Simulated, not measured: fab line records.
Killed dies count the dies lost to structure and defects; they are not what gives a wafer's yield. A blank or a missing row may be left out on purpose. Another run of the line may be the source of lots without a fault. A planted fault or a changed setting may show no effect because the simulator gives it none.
Chamber matching || flow gf180mcu || GF_V1_CMP_26 on cmp-02: 4 sister chambers
The step polishes, stops on SiO2, t overpolish 15 s, target thk 0 nm. 20 wafers are shown with their chamber, then 10 later ones without.

## WAFERS, EACH WITH ITS CHAMBER
{"wafer": "L560.3", "chamber": 3, "motor current A (A)": 10.6, "time to endpoint s (s)": 94, "overpolish run s (s)": 15.002}
{"wafer": "L560.4", "chamber": 0, "motor current A (A)": 10.7, "time to endpoint s (s)": 90, "overpolish run s (s)": 15.017}
{"wafer": "L560.5", "chamber": 2, "motor current A (A)": 9.5, "time to endpoint s (s)": 82, "overpolish run s (s)": 15.001}
{"wafer": "L562.1", "chamber": 1, "motor current A (A)": 11.5, "time to endpoint s (s)": 87, "overpolish run s (s)": 14.996}
{"wafer": "L562.2", "chamber": 2, "motor current A (A)": 9.6, "time to endpoint s (s)": 86, "overpolish run s (s)": 14.990}
{"wafer": "L562.6", "chamber": 2, "motor current A (A)": 9.4, "time to endpoint s (s)": 84, "overpolish run s (s)": 15.006}
{"wafer": "L570.1", "chamber": 1, "motor current A (A)": 11.8, "time to endpoint s (s)": 87, "overpolish run s (s)": 14.990}
{"wafer": "L570.3", "chamber": 0, "motor current A (A)": 10.5, "time to endpoint s (s)": 86, "overpolish run s (s)": 15.006}
{"wafer": "L570.4", "chamber": 3, "motor current A (A)": 10.8, "time to endpoint s (s)": 91, "overpolish run s (s)": 15.007}
{"wafer": "L571.2", "chamber": 3, "motor current A (A)": 11.0, "time to endpoint s (s)": 89, "overpolish run s (s)": 14.995}
{"wafer": "L571.3", "chamber": 0, "motor current A (A)": 10.7, "time to endpoint s (s)": 89, "overpolish run s (s)": 15.003}
{"wafer": "L571.5", "chamber": 1, "motor current A (A)": 11.4, "time to endpoint s (s)": 87, "overpolish run s (s)": 14.977}
{"wafer": "L572.1", "chamber": 0, "motor current A (A)": 10.2, "time to endpoint s (s)": 87, "overpolish run s (s)": 14.996}
{"wafer": "L572.5", "chamber": 1, "motor current A (A)": 10.7, "time to endpoint s (s)": 88, "overpolish run s (s)": 14.987}
{"wafer": "L572.6", "chamber": 2, "motor current A (A)": 9.9, "time to endpoint s (s)": 85, "overpolish run s (s)": 15.000}
{"wafer": "L573.3", "chamber": 3, "motor current A (A)": 10.9, "time to endpoint s (s)": 90, "overpolish run s (s)": 14.995}
{"wafer": "L573.5", "chamber": 0, "motor current A (A)": 10.3, "time to endpoint s (s)": 83, "overpolish run s (s)": 15.011}
{"wafer": "L573.6", "chamber": 1, "motor current A (A)": 11.1, "time to endpoint s (s)": 85, "overpolish run s (s)": 15.000}
{"wafer": "L574.2", "chamber": 0, "motor current A (A)": 10.5, "time to endpoint s (s)": 84, "overpolish run s (s)": 14.988}
{"wafer": "L574.3", "chamber": 1, "motor current A (A)": 11.4, "time to endpoint s (s)": 84, "overpolish run s (s)": 14.991}

SIGNATURES, as means of the wafers listed above
{"reading": "motor current A", "chamber 0": 10.483, "chamber 1": 11.317, "chamber 2": 9.600, "chamber 3": 10.825, "scatter within a chamber": 0.267}
{"reading": "time to endpoint s", "chamber 0": 86.50, "chamber 1": 86.33, "chamber 2": 84.25, "chamber 3": 91.00, "scatter within a chamber": 2.12}
{"reading": "overpolish run s", "chamber 0": 15.00350, "chamber 1": 14.99017, "chamber 2": 14.99925, "chamber 3": 14.99975, "scatter within a chamber": 0.00827}
Rule: a wafer's distance from a chamber is the root of the sum, over the readings, of the square of ((its reading less the chamber's mean) divided by the reading's scatter). The wafer belongs to the nearest chamber; if the next one is less than 2 further off, it can't be placed. The scatter is the square root of a quotient: the sum, over the shown wafers, of each reading's squared deviation from its chamber's mean, divided by wafers minus chambers.

## WAFERS WITHOUT THEIR CHAMBER
{"wafer": "L574.5", "motor current A (A)": 10.4, "time to endpoint s (s)": 90, "overpolish run s (s)": 15.004}
{"wafer": "L575.3", "motor current A (A)": 10.6, "time to endpoint s (s)": 85, "overpolish run s (s)": 15.004}
{"wafer": "L575.4", "motor current A (A)": 11.6, "time to endpoint s (s)": 89, "overpolish run s (s)": 14.997}
{"wafer": "L575.5", "motor current A (A)": 11.2, "time to endpoint s (s)": 84, "overpolish run s (s)": 14.992}
{"wafer": "L576.1", "motor current A (A)": 9.8, "time to endpoint s (s)": 78, "overpolish run s (s)": 15.006}
{"wafer": "L576.3", "motor current A (A)": 10.6, "time to endpoint s (s)": 83, "overpolish run s (s)": 15.000}
{"wafer": "L576.5", "motor current A (A)": 10.0, "time to endpoint s (s)": 83, "overpolish run s (s)": 15.001}
{"wafer": "L581.4", "motor current A (A)": 10.5, "time to endpoint s (s)": 88, "overpolish run s (s)": 15.007}
{"wafer": "L581.5", "motor current A (A)": 10.6, "time to endpoint s (s)": 90, "overpolish run s (s)": 14.998}
{"wafer": "L581.6", "motor current A (A)": 10.9, "time to endpoint s (s)": 88, "overpolish run s (s)": 14.979}

## WHICH CHAMBER EACH WENT THROUGH
{"wafer": "L574.5", "from the rows above": "can't be placed: 0 or 3", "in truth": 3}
{"wafer": "L575.3", "from the rows above": 0, "in truth": 0}
{"wafer": "L575.4", "from the rows above": "can't be placed: 1 or 3", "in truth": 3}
{"wafer": "L575.5", "from the rows above": 1, "in truth": 1}
{"wafer": "L576.1", "from the rows above": "can't be placed: 2 or 0", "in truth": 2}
{"wafer": "L576.3", "from the rows above": "can't be placed: 0 or 1", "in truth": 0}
{"wafer": "L576.5", "from the rows above": "can't be placed: 2 or 0", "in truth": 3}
{"wafer": "L581.4", "from the rows above": "can't be placed: 0 or 3", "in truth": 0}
{"wafer": "L581.5", "from the rows above": "can't be placed: 3 or 0", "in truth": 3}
{"wafer": "L581.6", "from the rows above": "can't be placed: 1 or 3 or 0", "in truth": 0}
Correctly placed: 2 of 10. Can't be placed from these rows: 8 (the true chamber is among the candidates in 7). Number placed wrongly: 0.
